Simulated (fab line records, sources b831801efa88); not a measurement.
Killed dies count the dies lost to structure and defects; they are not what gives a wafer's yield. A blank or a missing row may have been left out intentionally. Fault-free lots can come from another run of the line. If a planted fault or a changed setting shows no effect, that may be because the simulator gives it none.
Which tool did it? ; flow sky130 ; 18 wafers from 6 lots sampled at 2 of the route's 708 steps

WHAT EACH GAUGE READ, for each wafer
SKY_LI_CONTACT_THK_MEAS_01.
lot;measured;on;LI_CONTACT_HDPCVD_THK (nm)
L372;day 28 17:34;film_metro-02;929 921 929
L379;day 31 14:53;film_metro-04;933 925 930
L382;day 32 10:49;film_metro-03;948 949 949
L384;day 32 20:59;film_metro-04;912 913 929
L387;day 33 18:47;film_metro-04;933 1312 934
L393;day 35 07:41;film_metro-02;930 929 929

TOOL THAT RAN EACH LOT (tool first, then ch and the chambers of the sampled wafers, then the start)
lot;SKY_LI_CONTACT_HDPCVD_00
L372;hdpcvd-02 ch 0,1,2, day 28 17:29
L379;hdpcvd-01 ch 1,2, day 31 14:46
L382;hdpcvd-02 ch 0,1,2, day 32 10:43
L384;hdpcvd-01 ch 0,2, day 32 20:52
L387;hdpcvd-02 ch 0,1,2, day 33 18:40
L393;hdpcvd-01 ch 0,1, day 35 07:35
- SKY_LI_CONTACT_HDPCVD_00: deposits PSG, target thk 930 nm, time 155 s.

THE ANSWER, worked out from the rows above alone
Rule: what is usual is taken from the lots themselves. The widest of any qualifying gaps counts: lots, ordered by their means at a reading, are off when they make up no more than a third of the lots, leave a main group of 4 or more, and stand apart from it by 3 or more times the standard deviation of that group's means. Not used: any main group whose means are identical at the precision the tables above print for the reading. A lot without any number at a reading at which 4 lots or more have one is off too. The other lots that the step has rows for count as sound.
Off: L387, at SKY_LI_CONTACT_THK_MEAS_01 (LI_CONTACT_HDPCVD_THK). The main group: mean 930 nm, standard deviation 10.
If a tool, at a process step before that reading, ran all the lots that are off and no sound lot after the first of them, it fits. Gauges at SKY_LI_CONTACT_THK_MEAS_01: tried the same way as those tools. This does not decide it: 2 tools fit, namely hdpcvd-02 at SKY_LI_CONTACT_HDPCVD_00 and film_metro-04 at SKY_LI_CONTACT_THK_MEAS_01.

WHAT HAD BEEN PUT IN BY THE SIMULATOR
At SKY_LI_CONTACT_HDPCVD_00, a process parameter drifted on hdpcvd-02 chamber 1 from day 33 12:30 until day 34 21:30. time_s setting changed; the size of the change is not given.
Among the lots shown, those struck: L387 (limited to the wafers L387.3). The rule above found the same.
